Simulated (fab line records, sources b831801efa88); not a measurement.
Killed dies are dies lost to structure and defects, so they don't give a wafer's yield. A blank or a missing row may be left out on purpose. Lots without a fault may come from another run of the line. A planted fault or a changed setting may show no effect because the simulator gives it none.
A struck lot beside a sound one | flow gf180mcu | 16 steps out of a route of 602
Sound: wafers L663.2, L663.3, L663.4. Struck: wafers L666.2, L666.3, L666.6. The cause comes at the end.
At each step with rows: each side's tool, then ch and its chambers, then its first start. Under that, the readings that differ: sound wafers | struck wafers | difference of the means | sigmas: that difference in standard deviations of wafers without a fault.
alike: readings whose means differ by less than 2 such deviations, and words and numbers that are the same on both sides. not compared: withheld readings, readings that some wafer has no value for, bounds like >300 that may hide the same value, and numbers for which the record gives no deviation and whose values overlap.
The two part at a step that has a row with sigmas, a row that says differs or no value, or rows on one side only. Numbers that don't overlap but have no deviation are shown without sigmas and don't part them. A reading that every wafer of one side lacks parts them only if that side has two wafers or more.

first, 5 steps without rows for these wafers: GF_M5_COAT_02 (resist thk 1000 nm); GF_M5_SOFTBAKE_03 (time 60 s); GF_M5_EXPOSE_04 (exposes mask Metal5, target cd 280 nm); GF_M5_PEB_05 (peb time 90 s); GF_M5_DEVELOP_06 (develop time 60 s).
GF_M5_CD_MEAS_07: target cd 280 nm.
  sound on cd_sem-02, day 26 16:58; struck on cd_sem-01, day 27 16:59
  alike: cd_nm
GF_M5_OVL_MEAS_08:
  sound on overlay-01, day 26 17:04; struck on overlay-01, day 27 17:05
  alike: M5_OVL
GF_M5_ETCH_09: etches Si3N4 in CF4/O2, target depth 52 nm, time 11.6 s.
  sound on rie_diel-01 ch 2,3, day 26 17:06; struck on rie_diel-04 ch 0,1,2, day 27 17:07
  alike: bias_w, cf4_flow_sccm, drypump_motor_current_A, oes_product_au, rf_fwd_power_W, throttle_valve_pct
  not compared: rf_hours_counter_h
GF_M5_METAL_ETCH_10: etches the open film in Cl2/BCl3, stops on SiO2, target depth 750.8 nm, time 125.1 s.
  sound on rie_metal-04 ch 0, day 26 17:10; struck on rie_metal-01 ch 0,1, day 27 17:09
  reading               | sound             | struck            | difference | sigmas
  bias_w (W)            | 140.9 140.5 140.9 | 139.3 140.2 139.7 | -1.0       | -3
  oes_product_au (a.u.) | 0.981 0.980 0.993 | 0.993 0.999 0.993 | +0.010     | +2
  alike: drypump_motor_current_A, rf_fwd_power_W, throttle_valve_pct
  not compared: rf_hours_counter_h
GF_M5_STRIP_11: strips in O2/N2.
  sound on plasma_asher-01 ch 0,1, day 26 17:23; struck on plasma_asher-02 ch 0,1, day 27 17:16
  reading                      | sound          | struck         | difference | sigmas
  strip_time_to_endpoint_s (s) | 7.12 7.13 7.13 | 7.03 6.95 7.02 | -0.13      | -2
  alike: drypump_motor_current_A, heater_power_w, o2_flow_sccm, oes_product_au, platen_temp_c
  not compared: rf_hours_counter_h
then, 2 steps without rows for these wafers: GF_M5_STRIP_12 (strips in post etch residue remover, time 1200 s); GF_M5_CLEAN_13 (cleans in DIW).
GF_V5_CVD_00: deposits SiO2, target thk 300 nm, time 50 s.
  sound on hdpcvd-02 ch 0,1,2, day 26 17:55; struck on hdpcvd-01 ch 0,2, day 27 18:01
GF_V5_THK_MEAS_01:
  sound on film_metro-01, day 26 17:58; struck on film_metro-04, day 27 18:09
  reading            | sound       | struck      | difference | sigmas
  V5_CVD_00_THK (nm) | 297 303 295 | 584 596 585 | +290       | +66
GF_V5_CVD_02: deposits SiO2 from TEOS, target thk 1450 nm, time 163.28 s.
  sound on pecvd-01 ch 0,2, day 26 18:01; struck on pecvd-04 ch 0,1,2, day 27 18:12
  alike: heater_power_w, rf_fwd_power_W
-- the record jumps here: 3 days lie between the struck wafers' starts before and after (it left off in module V5 and takes up again in module PASSIVATION, whose first step shown is number 602 of the route) --
GF_PASSIVATION_PROBE_99:
  the record has rows for the struck wafers here (prober-02, day 30 08:48) and none for the sound ones

WHERE THEY PART
First at GF_M5_METAL_ETCH_10; last, within this record, at GF_PASSIVATION_PROBE_99.

WHY: what the simulator had put in
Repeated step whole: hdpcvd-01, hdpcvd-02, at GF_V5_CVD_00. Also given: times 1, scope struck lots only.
